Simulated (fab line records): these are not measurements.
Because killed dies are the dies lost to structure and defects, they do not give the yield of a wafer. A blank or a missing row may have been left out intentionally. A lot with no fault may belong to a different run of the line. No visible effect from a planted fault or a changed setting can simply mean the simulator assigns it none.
fab line records	flow sky130
record lots=6	wafers=18	last-day=50
route steps=708 shown VT_ADJUST_HVTP@93 VT_ADJUST_LVTN@97 PAD_OPEN@708
lots with no fault: from the same line, run without faults
start-h: the number of hours between the record's first day and the start of the first shown wafer of the lot	wait-h: hours elapsed since this lot's preceding step	" as in the row above	L1.1+2: a single row standing in for several wafers	- value missing, or start not given	* or withheld: withheld	< > ~ a bound
route shown NAME@n: names a module that has steps shown in the file, with the first one's number in the route	usual: mean/standard deviation of fault-free wafers	same: alike in all rows	chamber/n: place in a boat	sites: the reading at each site	_std_site: their standard deviation	_edge_site: mean of outer sites minus mean of inner sites	radius-mm: for every site, how far away it sits from the centre of the wafer	mask NAME#n: copy n	behind: tool/chamber where the wafer was last shaped	hold: why the lot went on hold/how many hours it stayed there/how the hold came to an end	device: whichever transistor did not switch (one of n, p or np)	end of line: tests run on the same wafers once the route is complete	where a step has no rows: the recipe by itself	killed: not the wafer's yield, but the dies lost to structure and defects at the first sort	map: the dies of a wafer, with x for killed, . for not killed, _ for no die there
set.NAME: the setting the step ran with; set.NAME@STEP: the setting that earlier step ran with	model.NAME: the simulator's own value behind a step, which no gauge read
a table for each step, a row for each wafer; lots at some steps of the route
services: from which hour (start-h, from the record's first day; less than 0 if before it) a tool's chamber was out of use, for how many hours, and why
## steps
# step SKY_VT_ADJUST_HVTP_OVL_MEAS_08
# usual VT_ADJUST_HVTP_OVL=1.6/1.2
lot.wafer	tool	chamber	start-h	wait-h	VT_ADJUST_HVTP_OVL[nm]
L595.1	overlay-01	-	130.59	0.1	0.1
L595.3	"	-	"	"	1.2
L595.4	"	-	"	"	0.7
L599.2	overlay-01	-	153.18	0.1	1.7
L599.4	"	-	"	"	0.9
L599.6	"	-	"	"	1.2
L600.1	overlay-02	-	162.49	0.1	3.0
L600.2	"	-	"	"	1.5
L600.6	"	-	"	"	0.9
L601.1	overlay-02	-	170.92	0.1	-0.9
L601.3	"	-	"	"	-0.3
L601.6	"	-	"	"	-0.9
L610.2	overlay-02	-	225.54	0.1	2.4
L610.3	"	-	"	"	2.1
L610.6	"	-	"	"	2.3
L612.2	overlay-02	-	239.18	0.1	4.2
L612.4	"	-	"	"	3.3
L612.6	"	-	"	"	2.0
# step SKY_VT_ADJUST_HVTP_IMPLANT_09
# recipe species=As	energy-kev=150	dose-cm2=4.3e+12	tilt-deg=withheld
# step SKY_VT_ADJUST_HVTP_STRIP_10
# recipe chemistry=O2/N2	power-w=1400	pressure-mtorr=1537	platen-temp-c=withheld	o2-flow-sccm=3000	n2-flow-sccm=300	overash-fraction=0.5
# usual chamber-pressure-mTorr=1536.9/1.5	drypump-motor-current-A=5.7/0.47	oes-product-au=0.719/0.0045	strip-time-to-endpoint-s=14.08/0.046
lot.wafer	tool	chamber	start-h	wait-h	chamber-pressure-mTorr	drypump-motor-current-A	oes-product-au	rf-hours-counter-h	strip-time-to-endpoint-s
L595.1	plasma-asher-02	1	130.78	0.1	1538.0	4.9	0.719	45	14.08
L595.3	"	0	"	"	1536.4	5.8	0.721	-	14.01
L595.4	"	1	"	"	1537.1	4.9	0.720	-	14.04
L599.2	plasma-asher-01	0	153.36	0.1	1535.4	6.3	0.720	4	14.13
L599.4	"	1	"	"	1536.2	5.4	0.718	-	14.13
L599.6	"	1	"	"	1536.6	5.4	0.724	-	14.10
L600.1	plasma-asher-01	1	162.68	0.1	1537.8	5.4	0.723	5	14.03
L600.2	"	0	"	"	1536.9	6.3	0.710	5	14.06
L600.6	"	0	"	"	1540.3	6.3	0.720	-	14.01
L601.1	plasma-asher-02	1	171.11	0.1	1536.9	4.9	0.715	49	14.12
L601.3	"	1	"	"	1535.9	4.9	0.717	-	14.12
L601.6	"	1	"	"	1537.2	4.9	0.721	-	14.13
L610.2	plasma-asher-01	0	225.72	0.1	1537.3	6.3	0.721	11	14.10
L610.3	"	1	"	"	1537.7	5.4	0.721	-	14.09
L610.6	"	0	"	"	1536.6	6.2	0.719	-	14.17
L612.2	plasma-asher-04	1	239.36	0.1	1535.6	6.0	0.720	49	14.08
L612.4	"	1	"	"	1537.4	6.0	0.713	-	14.08
L612.6	"	1	"	"	1536.4	6.0	0.715	-	14.13
# step SKY_VT_ADJUST_HVTP_TW_MEAS_11
# usual VT_ADJUST_HVTP_TW=1349/5.9
lot.wafer	tool	chamber	start-h	wait-h	VT_ADJUST_HVTP_TW
L595.1	film-metro-02	-	130.88	0.1	1342
L595.3	"	-	"	"	1350
L595.4	"	-	"	"	1346
L599.2	film-metro-01	-	153.47	0.1	1353
L599.4	"	-	"	"	1350
L599.6	"	-	"	"	1346
L600.1	film-metro-02	-	162.78	0.1	1354
L600.2	"	-	"	"	1344
L600.6	"	-	"	"	1346
L601.1	film-metro-01	-	171.21	0.1	1347
L601.3	"	-	"	"	1347
L601.6	"	-	"	"	1350
L610.2	film-metro-02	-	225.83	0.1	1338
L610.3	"	-	"	"	1342
L610.6	"	-	"	"	1341
L612.2	film-metro-02	-	239.47	0.1	1339
L612.4	"	-	"	"	1344
L612.6	"	-	"	"	1342
# step SKY_VT_ADJUST_LVTN_DEHYDRATE_00
# recipe temp-c=200	time-s=60
# step SKY_VT_ADJUST_LVTN_HMDS_01
# recipe prime-time-s=60	prime-temp-c=120
# step SKY_VT_ADJUST_LVTN_COAT_02
# recipe spin-rpm=2000	resist-thk-nm=3000
# step SKY_VT_ADJUST_LVTN_SOFTBAKE_03
# recipe temp-c=110	time-s=withheld
# step SKY_VT_ADJUST_LVTN_EXPOSE_04
# recipe mask-id=NWM_COMPLEMENT_LESS_NATIVE	na=0.6	source-shape=conventional	sigma-outer=0.6	polarization=unpolarized	target-cd-nm=840	dose-mj=194
# step SKY_VT_ADJUST_LVTN_PEB_05
# recipe temp-c=115	time-s=withheld
# step SKY_VT_ADJUST_LVTN_DEVELOP_06
# recipe wall-angle-deg=90	developer=TMAH	develop-time-s=60	dev-temp-c=23
# step SKY_VT_ADJUST_LVTN_OVL_MEAS_07
# usual VT_ADJUST_LVTN_OVL=1.1/0.95
lot.wafer	tool	chamber	start-h	wait-h	VT_ADJUST_LVTN_OVL[nm]
L595.1	overlay-02	-	149.40	-	0.6
L595.3	"	-	"	"	1.4
L595.4	"	-	"	"	2.3
L599.2	overlay-01	-	173.46	-	2.1
L599.4	"	-	"	"	0.7
L599.6	"	-	"	"	0.7
L600.1	overlay-02	-	183.67	-	1.1
L600.2	"	-	"	"	-0.2
L600.6	"	-	"	"	1.4
L601.1	overlay-01	-	191.42	-	-0.2
L601.3	"	-	"	"	-0.6
L601.6	"	-	"	"	-0.3
L610.2	overlay-01	-	248.82	-	0.7
L610.3	"	-	"	"	2.4
L610.6	"	-	"	"	1.1
L612.2	overlay-01	-	262.86	-	1.4
L612.4	"	-	"	"	0.0
L612.6	"	-	"	"	-0.6
# step SKY_VT_ADJUST_LVTN_IMPLANT_08
# recipe species=B	energy-kev=30	dose-cm2=1.57e+12	tilt-deg=withheld
# usual end-station-pressure-torr=4.99e-06/2.8e-07
# same implant-ion-amu=11
lot.wafer	tool	chamber	start-h	wait-h	end-station-pressure-torr
L595.1	implanter-02	0	149.44	0.0	4.7e-06
L595.3	"	0	"	"	4.94e-06
L595.4	"	0	"	"	5.1e-06
L599.2	implanter-03	0	173.51	0.0	4.83e-06
L599.4	"	0	"	"	4.79e-06
L599.6	"	0	"	"	5.24e-06
L600.1	implanter-02	0	183.71	0.0	5.28e-06
L600.2	"	0	"	"	5.05e-06
L600.6	"	0	"	"	5.08e-06
L601.1	implanter-02	0	191.45	0.0	4.66e-06
L601.3	"	0	"	"	4.56e-06
L601.6	"	0	"	"	5.09e-06
L610.2	implanter-02	0	248.88	0.0	5.22e-06
L610.3	"	0	"	"	4.61e-06
L610.6	"	0	"	"	5.36e-06
L612.2	implanter-04	0	262.91	0.0	5.07e-06
L612.4	"	0	"	"	4.6e-06
L612.6	"	0	"	"	5.28e-06
# step SKY_VT_ADJUST_LVTN_STRIP_09
# recipe chemistry=O2/N2	power-w=1400	pressure-mtorr=1500	platen-temp-c=withheld	o2-flow-sccm=3000	n2-flow-sccm=300	overash-fraction=0.5
# usual chamber-pressure-mTorr=1499.8/2.9	drypump-motor-current-A=5.7/0.43	oes-product-au=0.722/0.0044	strip-time-to-endpoint-s=36.93/0.089
lot.wafer	tool	chamber	start-h	wait-h	chamber-pressure-mTorr	drypump-motor-current-A	oes-product-au	rf-hours-counter-h	strip-time-to-endpoint-s
L595.1	plasma-asher-01	1	149.59	0.1	1501.5	5.4	0.721	3	36.87
L595.3	"	1	"	"	1498.9	5.4	0.724	-	36.80
L595.4	"	0	"	"	1499.0	6.3	0.720	-	36.90
L599.2	plasma-asher-01	0	173.64	0.1	1502.9	6.3	0.724	6	36.79
L599.4	"	1	"	"	1502.8	5.4	0.720	-	36.81
L599.6	"	0	"	"	1498.6	6.3	0.718	-	36.90
L600.1	plasma-asher-03	0	183.86	0.1	1500.0	5.6	0.726	37	36.95
L600.2	"	1	"	"	1502.5	5.9	0.728	37	36.82
L600.6	"	1	"	"	1498.9	5.9	0.717	-	36.96
L601.1	plasma-asher-03	0	191.60	0.1	1499.9	5.6	0.728	38	36.80
L601.3	"	0	"	"	1501.8	5.6	0.723	-	36.94
L601.6	"	0	"	"	1500.2	5.6	0.725	-	36.92
L610.2	plasma-asher-01	1	249.00	0.1	1499.7	5.4	0.718	14	36.89
L610.3	"	1	"	"	1499.4	5.4	0.722	-	36.93
L610.6	"	1	"	"	1501.1	5.4	0.717	-	36.79
L612.2	plasma-asher-01	1	263.04	0.1	1499.8	5.4	0.720	15	36.99
L612.4	"	0	"	"	1501.7	6.3	0.722	-	36.93
L612.6	"	0	"	"	1500.3	6.3	0.719	-	37.01
# step SKY_VT_ADJUST_LVTN_TW_MEAS_10
# usual VT_ADJUST_LVTN_TW=241.3/1.8
lot.wafer	tool	chamber	start-h	wait-h	VT_ADJUST_LVTN_TW
L595.1	film-metro-01	-	149.69	0.1	240.5
L595.3	"	-	"	"	239.8
L595.4	"	-	"	"	241.3
L599.2	film-metro-02	-	173.75	0.1	238.9
L599.4	"	-	"	"	239.8
L599.6	"	-	"	"	240.3
L600.1	film-metro-01	-	183.96	0.1	230.9
L600.2	"	-	"	"	231.2
L600.6	"	-	"	"	231.6
L601.1	film-metro-01	-	191.70	0.1	231.9
L601.3	"	-	"	"	232.0
L601.6	"	-	"	"	232.2
L610.2	film-metro-02	-	249.11	0.1	240.4
L610.3	"	-	"	"	241.4
L610.6	"	-	"	"	241.0
L612.2	film-metro-02	-	263.15	0.1	241.6
L612.4	"	-	"	"	241.2
L612.6	"	-	"	"	241.4
# step SKY_VT_ADJUST_LVTN_DEHYDRATE_11
# recipe temp-c=200	time-s=60
# step SKY_PAD_OPEN_PROBE_99
# usual killed_at_M0_to_M3=43/5.9	killed_at_M4_up=2.9/1.5	killed-at-contacts=24/5	killed-at-front-end=15/4.8	killed-at-other=0.2/0.5	killed-dies=86/9.3	killed-open=47/7.1	killed-short=38/6.3
# same gross-dies=492	killed-at-back-side=0
lot.wafer	tool	chamber	start-h	wait-h	killed_at_M0_to_M3	killed_at_M4_up	killed-at-contacts	killed-at-front-end	killed-at-other	killed-dies	killed-open	killed-short	model.etest.nfet_01v8.drive-ua-um-range	model.etest.nfet_01v8_lvt.body-rise-v	model.etest.nfet_01v8.vt-v-range
L595.1	prober-02	-	1090.37	0.1	43	2	35	14	0	94	58	36	10.38	0.1467	0.008966
L595.3	prober-02	-	1090.47	0.2	44	4	22	18	0	88	44	44	8.983	0.1485	0.007692
L595.4	prober-02	-	1090.52	0.2	42	4	13	11	1	71	34	37	3.835	0.1476	0.005772
L599.2	prober-02	-	1112.75	0.1	37	7	18	34	1	97	48	49	9.172	0.1444	0.01084
L599.4	prober-02	-	1112.85	0.2	48	3	22	21	0	94	49	45	6.867	0.1453	0.008785
L599.6	prober-02	-	1112.95	0.2	47	2	23	22	1	95	65	30	4.889	0.1442	0.01123
L600.1	prober-01	-	1128.65	0.1	38	2	17	10	0	67	38	29	11.85	0.1434	0.01888
L600.2	prober-01	-	1128.70	0.1	42	1	20	12	0	75	47	28	10.41	0.143	0.01412
L600.6	prober-01	-	1128.90	0.2	47	5	35	21	0	108	71	37	10.43	0.1421	0.005623
L601.1	prober-02	-	1131.73	0.1	36	2	22	26	0	86	47	39	19.33	0.1417	0.009277
L601.3	prober-02	-	1131.83	0.2	45	3	24	15	0	87	45	42	9.132	0.1382	0.007366
L601.6	prober-02	-	1131.98	0.2	38	5	28	12	0	83	43	40	17.72	0.1428	0.01856
L610.2	prober-01	-	1176.99	0.1	39	7	21	9	0	76	54	22	7.11	0.148	0.006625
L610.3	prober-01	-	1177.04	0.2	48	3	28	14	0	93	58	35	13.51	0.1454	0.01487
L610.6	prober-01	-	1177.19	0.2	44	4	18	16	0	82	47	35	9.295	0.1489	0.01027
L612.2	prober-02	-	1189.04	0.1	41	4	23	10	0	78	41	37	13.32	0.1436	0.01298
L612.4	prober-02	-	1189.14	0.2	43	1	33	18	2	97	57	40	8.285	0.1453	0.009819
L612.6	prober-02	-	1189.24	0.2	42	4	28	11	0	85	48	37	12.12	0.147	0.008897
# killed by level:class
L595.1 CONTACT:geometric-particle:open=14 VIA1:geometric-particle:open=11 VIA3:geometric-particle:open=8 CONTACT:geometric-particle:short=7 POLY_GATE:geometric-particle:short=6 LI_CONTACT:geometric-particle:open=6 METAL1:geometric-particle:short=4 POLY_GATE:geometric-particle:open=3
L595.3 VIA1:geometric-particle:open=9 LI_CONTACT:geometric-particle:open=7 CONTACT:geometric-particle:open=7 POLY_GATE:geometric-particle:open=6 FIELD_ISO:geometric-particle:short=5 VIA1:geometric-particle:short=5 VIA2:geometric-particle:open=5 VIA2:geometric-particle:short=5
L595.4 METAL1:geometric-particle:short=7 METAL2:geometric-particle:short=6 LI_CONTACT:geometric-particle:open=5 VIA1:geometric-particle:open=5 VIA2:geometric-particle:open=5 FIELD_ISO:geometric-particle:short=4 CONTACT:geometric-particle:open=4 METAL3:geometric-particle:short=4
L599.2 VIA1:geometric-particle:open=12 FIELD_ISO:geometric-particle:short=9 POLY_GATE:geometric-particle:open=7 POLY_GATE:geometric-particle:short=7 VIA3:geometric-particle:open=7 FIELD_ISO:geometric-particle:open=5 METAL4:geometric-particle:short=5 LI_CONTACT:geometric-particle:open=5
L599.4 METAL2:geometric-particle:short=15 CONTACT:geometric-particle:short=8 VIA2:geometric-particle:open=8 FIELD_ISO:geometric-particle:open=7 CONTACT:geometric-particle:open=7 VIA3:geometric-particle:open=7 FIELD_ISO:geometric-particle:short=4 LI_CONTACT:geometric-particle:open=4
L599.6 VIA1:geometric-particle:open=14 CONTACT:geometric-particle:open=13 VIA3:geometric-particle:open=10 LI_CONTACT:geometric-particle:open=7 POLY_GATE:geometric-particle:open=6 POLY_GATE:geometric-particle:short=6 METAL1:geometric-particle:short=6 FIELD_ISO:geometric-particle:open=4
L600.1 VIA2:geometric-particle:open=9 LI_CONTACT:geometric-particle:open=8 METAL1:geometric-particle:short=7 VIA1:geometric-particle:open=7 POLY_GATE:geometric-particle:short=4 CONTACT:geometric-particle:open=4 CONTACT:geometric-particle:short=3 VIA1:geometric-particle:short=3
L600.2 VIA1:geometric-particle:open=10 CONTACT:geometric-particle:open=7 CONTACT:geometric-particle:short=6 METAL1:geometric-particle:open=6 FIELD_ISO:geometric-particle:open=5 LI_CONTACT:geometric-particle:open=5 VIA2:geometric-particle:open=5 METAL2:geometric-particle:short=4
L600.6 LI_CONTACT:geometric-particle:open=13 CONTACT:geometric-particle:open=13 VIA2:geometric-particle:open=10 VIA1:geometric-particle:open=9 FIELD_ISO:geometric-particle:open=7 VIA3:geometric-particle:open=7 FIELD_ISO:geometric-particle:short=6 CONTACT:geometric-particle:short=5
L601.1 FIELD_ISO:geometric-particle:short=9 VIA2:geometric-particle:open=9 CONTACT:geometric-particle:open=7 METAL1:geometric-particle:short=6 FIELD_ISO:geometric-particle:open=5 LI_CONTACT:geometric-particle:short=5 VIA1:geometric-particle:open=5 LI_CONTACT:geometric-particle:open=5
L601.3 CONTACT:geometric-particle:open=11 VIA1:geometric-particle:open=10 METAL2:geometric-particle:short=10 VIA1:geometric-particle:short=7 VIA3:geometric-particle:open=6 POLY_GATE:geometric-particle:open=5 LI_CONTACT:geometric-particle:open=5 CONTACT:geometric-particle:short=5
L601.6 METAL2:geometric-particle:short=10 LI_CONTACT:geometric-particle:open=8 CONTACT:geometric-particle:open=8 VIA2:geometric-particle:open=6 METAL1:geometric-particle:short=5 VIA3:geometric-particle:open=5 FIELD_ISO:geometric-particle:open=4 LOCAL_INTERCONNECT:geometric-particle:short=4
L610.2 VIA1:geometric-particle:open=12 VIA3:geometric-particle:open=9 CONTACT:geometric-particle:open=8 VIA2:geometric-particle:open=7 METAL4:geometric-particle:short=5 LI_CONTACT:geometric-particle:open=4 LOCAL_INTERCONNECT:geometric-particle:short=4 METAL1:geometric-particle:open=4
L610.3 VIA1:geometric-particle:open=12 CONTACT:geometric-particle:open=11 VIA2:geometric-particle:open=9 METAL1:geometric-particle:short=7 VIA3:geometric-particle:open=7 POLY_GATE:geometric-particle:open=6 METAL2:geometric-particle:short=5 LI_CONTACT:geometric-particle:open=5
L610.6 VIA1:geometric-particle:open=11 VIA3:geometric-particle:open=8 CONTACT:geometric-particle:open=6 FIELD_ISO:geometric-particle:short=5 LI_CONTACT:geometric-particle:open=5 METAL1:geometric-particle:short=5 METAL2:geometric-particle:short=5 FIELD_ISO:geometric-particle:open=4
L612.2 VIA3:geometric-particle:open=9 CONTACT:geometric-particle:open=7 METAL2:geometric-particle:short=7 VIA2:geometric-particle:open=7 LOCAL_INTERCONNECT:geometric-particle:short=5 VIA1:geometric-particle:short=5 VIA1:geometric-particle:open=5 LI_CONTACT:geometric-particle:short=4
L612.4 VIA1:geometric-particle:open=13 CONTACT:geometric-particle:open=9 VIA3:geometric-particle:open=9 LI_CONTACT:geometric-particle:open=7 CONTACT:geometric-particle:short=7 LOCAL_INTERCONNECT:geometric-particle:short=6 VIA2:geometric-particle:open=6 POLY_GATE:geometric-particle:open=5
L612.6 CONTACT:geometric-particle:open=10 VIA1:geometric-particle:short=9 VIA3:geometric-particle:open=9 VIA1:geometric-particle:open=8 LI_CONTACT:geometric-particle:open=7 LOCAL_INTERCONNECT:geometric-particle:short=5 CONTACT:geometric-particle:short=5 VIA2:geometric-particle:open=5
## services
tool	chamber	start-h	hours	kind
plasma-asher-01	-	108.75	9.0	pm
plasma-asher-01	0	108.75	9.0	vent-cycle
plasma-asher-01	1	108.75	9.0	vent-cycle
implanter-03	-	115.46	3.8	repair
plasma-asher-01	0	117.75	-	clean
plasma-asher-01	1	117.75	-	clean
implanter-04	-	144.13	5.4	repair
plasma-asher-03	-	144.35	6.9	repair
implanter-04	-	160.54	32.4	repair
plasma-asher-04	-	162.61	2.8	pm
implanter-02	-	179.74	0.6	repair
plasma-asher-04	-	184.66	18.0	repair
implanter-04	-	198.41	3.6	repair
implanter-02	-	200.87	5.4	repair
implanter-03	-	222.85	89.4	pm
plasma-asher-03	-	243.60	2.8	pm
## key
first-sign step=SKY_VT_ADJUST_LVTN_TW_MEAS_10	reading=VT_ADJUST_LVTN_TW	direction=down	sigmas=5.4	usual=241.3	struck=231.6
effect none on later readings
model-effect step=SKY_PAD_OPEN_PROBE_99	value=etest.nfet_01v8.drive-ua-um-range	without=9.668	struck=13.15
met-at SKY_VT_ADJUST_LVTN_IMPLANT_08
struck-wafers L600.1,L600.2,L600.6,L601.1,L601.3,L601.6
tester-left-out L600,L601
onset-between 149.44 183.71
also-fits SKY_VT_ADJUST_LVTN_STRIP_09:plasma-asher-03
fault kind=process-parameter-drift	tool=implanter-02	chamber=-	onset-h=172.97	steps=SKY_VT_ADJUST_LVTN_IMPLANT_08	channel=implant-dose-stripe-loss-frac	offset=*	shape=step	end-h=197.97
# tester-left-out: of these lots the tester's yield and bins aren't shown, on N5 and GAA mostly nor the transistor test; their killed dies are dies lost to structure and defects alone, not to doping, threshold or leakage, so they don't give the yield
